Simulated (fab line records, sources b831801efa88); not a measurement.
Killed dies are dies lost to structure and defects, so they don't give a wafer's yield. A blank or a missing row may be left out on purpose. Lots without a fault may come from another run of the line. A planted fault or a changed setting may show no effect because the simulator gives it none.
One fault seen from 2 desks | flow sky130 | each desk has only its own numbers; what lay behind them comes last

THE TOOL OWNER'S DESK: pecvd-02
The tool's own readings at SKY_CAP2M_CVD_00 (deposits SiO2, target thk 15.5 nm): means of the sampled wafers that have a number, for each lot that ran on this tool. A lot is out of limits, marked OUT, if its mean lies more than 4 standard deviations from the usual mean; the brackets give that distance.
Columns: A = heater_power_w at SKY_CAP2M_CVD_00, usual 749 W
lot  | first seen here | A
L125 | day 40 09:36    | 781
L126 | day 40 13:29    | 826
L129 | day 41 07:34    | 747
L136 | day 43 09:44    | 735
L137 | day 43 14:12    | 787
This desk's finding: nothing out of limits on any of the 5 lots.

THE METROLOGY DESK
What the gauges read, lot by lot, whatever tool the lot ran on: means of the sampled wafers that have a number. A lot is out of limits, marked OUT, if its mean lies more than 4 standard deviations from the usual mean; the brackets give that distance.
Columns: A = CAP2M_CVD_00_THK at SKY_CAP2M_THK_MEAS_01, usual 15.40 nm; B = CAP2M_TIN_THK at SKY_CAP2M_THK_MEAS_04, usual 202.5 nm
lot  | first seen here | A                | B
L125 | day 40 09:37    | 14.99            | 202.1
L126 | day 40 13:31    | 15.30            | 199.9
L129 | day 41 07:36    | 15.30            | 203.2
L130 | day 41 10:56    | 15.34            | 200.8
L135 | day 43 03:52    | 15.60            | 203.6
L136 | day 43 09:46    | 13.34 (-8.6) OUT | 201.3
L137 | day 43 14:13    | 13.66 (-7.2) OUT | 198.7
L143 | day 44 22:52    | 15.46            | 201.2
L148 | day 46 11:52    | 15.49            | 201.4
L147 | day 46 16:52    | 15.47            | 201.4
This desk's finding: out of limits on L136, L137; first on L136, day 43 09:46 (CAP2M_CVD_00_THK at SKY_CAP2M_THK_MEAS_01). In limits: L125, L126, L129, L130, L135, L143, L148, L147.

PUT TOGETHER
The metrology desk could have raised an alarm at day 43 09:46, on L136, L137.
The tool owner's desk saw nothing out of limits.
The tool owner's desk has L136, L137 on record, within its limits.
Of the lots named, all ran SKY_CAP2M_CVD_00 on pecvd-02.

WHAT THE SIMULATOR HAD PUT IN
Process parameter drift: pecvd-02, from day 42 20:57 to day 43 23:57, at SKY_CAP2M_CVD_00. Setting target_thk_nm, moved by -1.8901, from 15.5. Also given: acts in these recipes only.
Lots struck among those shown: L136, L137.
Hours from the fault's start to each desk's first reading out of limits: the metrology desk, 13.
